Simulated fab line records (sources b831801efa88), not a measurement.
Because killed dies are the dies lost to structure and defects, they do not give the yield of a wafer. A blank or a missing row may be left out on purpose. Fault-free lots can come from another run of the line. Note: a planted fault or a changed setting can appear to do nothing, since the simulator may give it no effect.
2 desks looking at one fault | flow gf180mcu | every desk sees just its own numbers, and what lay behind them comes last

THE METROLOGY DESK
Means of the sampled wafers that have a number, per lot and without regard to the tool the lot ran on: this is what the gauges read. Marked OUT: a lot whose mean sits more than 4 standard deviations from the usual mean, which makes it out of limits; the brackets give that distance.
Columns: A = HV_LDD_CVD_56_THK at GF_HV_LDD_THK_MEAS_57, usual 89.8 nm; B = cd_nm at GF_M3_CD_MEAS_14, usual 280.0 nm; C = V4_CVD_02_THK at GF_V4_THK_MEAS_03, usual 849 nm; D = cd_nm at GF_V4_CD_MEAS_14, usual 259.9 nm
lot  | first seen here | A              | B     | C   | D
L889 | day 12 08:52    | 90.3           | 278.4 | 849 | 261.2
L891 | day 13 01:27    | 89.3           | 279.6 | 848 | 260.5
L894 | day 13 22:56    | 90.7           | 279.2 | 842 | 259.8
L896 | day 15 01:13    | 89.0           | 280.3 | 856 | 261.6
L897 | day 15 06:59    | 56.9 (-36) OUT | 280.0 | 845 | 261.3
L898 | day 15 14:49    | 57.4 (-36) OUT | 280.2 | 851 | 258.6
L905 | day 18 09:30    | 91.0           | 282.0 | 850 | 259.6
L906 | day 18 13:35    | 90.3           | 276.5 | 839 | 261.5
L907 | day 18 20:24    | 89.5           | 282.0 | 844 | 260.2
L908 | day 19 04:38    | 88.3           | 281.6 | 853 | 260.6
L910 | day 19 16:19    | 90.1           | 278.7 | 843 | 259.4
L911 | day 20 06:37    | 90.9           | 281.5 | 845 | 260.0
This desk reports L897, L898 out of limits; the earliest was L897 at day 15 06:59 (HV_LDD_CVD_56_THK at GF_HV_LDD_THK_MEAS_57). Within limits: L889, L891, L894, L896, L905, L906, L907, L908, L910, L911.

DESK OF THE TOOL OWNER: lpcvd-02
The tool's own readings at GF_HV_LDD_CVD_56 (deposits Si3N4 from DCS/NH3, target thk 90 nm, time 1543 s): means of the sampled wafers that have a number, for each lot that ran on this tool. Marked OUT: a lot whose mean sits more than 4 standard deviations from the usual mean, which makes it out of limits; the brackets give that distance.
Columns: A = spike_tc_bottom_C at GF_HV_LDD_CVD_56, usual 790.5 C; B = spike_tc_centre_C at GF_HV_LDD_CVD_56, usual 770.6 C; C = spike_tc_lower_C at GF_HV_LDD_CVD_56, usual 770.0 C; D = spike_tc_top_C at GF_HV_LDD_CVD_56, usual 783.3 C; E = spike_tc_upper_C at GF_HV_LDD_CVD_56, usual 769.9 C; F = susceptor_temp_C at GF_HV_LDD_CVD_56, usual 770.0 C; G = zone_power_bottom_pct at GF_HV_LDD_CVD_56, usual 20.5 %
lot  | first seen here | A               | B               | C               | D               | E               | F               | G
L889 | day 12 07:26    | 788.1           | 771.0           | 769.6           | 783.2           | 769.0           | 770.3           | 18.0
L894 | day 13 21:31    | 789.6           | 771.5           | 770.1           | 784.8           | 768.4           | 770.5           | 20.9
L897 | day 15 05:34    | 768.3 (-15) OUT | 749.0 (-22) OUT | 747.9 (-20) OUT | 762.6 (-11) OUT | 746.7 (-17) OUT | 747.7 (-66) OUT | 19.7
L898 | day 15 13:23    | 768.8 (-14) OUT | 749.5 (-21) OUT | 747.2 (-21) OUT | 763.0 (-11) OUT | 745.8 (-17) OUT | 747.9 (-65) OUT | 19.8
L907 | day 18 18:58    | 790.9           | 772.4           | 769.8           | 785.0           | 769.4           | 769.6           | 20.9
L908 | day 19 03:11    | 790.0           | 770.4           | 769.5           | 784.1           | 768.7           | 769.5           | 20.8
This desk finds L897, L898 out of limits, L897 being first, at day 15 05:34 (spike_tc_bottom_C at GF_HV_LDD_CVD_56). Within limits: L889, L894, L907, L908.

PUT TOGETHER
The tool owner's desk had the chance to raise an alarm at day 15 05:34 on L897, L898.
At day 15 06:59 the metrology desk could have sounded an alarm, on L897, L898.
Of the lots named, all ran GF_HV_LDD_CVD_56 on lpcvd-02.

WHAT THE SIMULATOR HAD INSERTED
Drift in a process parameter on lpcvd-02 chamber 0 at GF_HV_LDD_CVD_56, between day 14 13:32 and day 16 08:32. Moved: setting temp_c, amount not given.
Shown lots that were struck: L897, L898.
Fault start to first reading out of limits, in hours, per desk: tool owner, 16; metrology, 17.
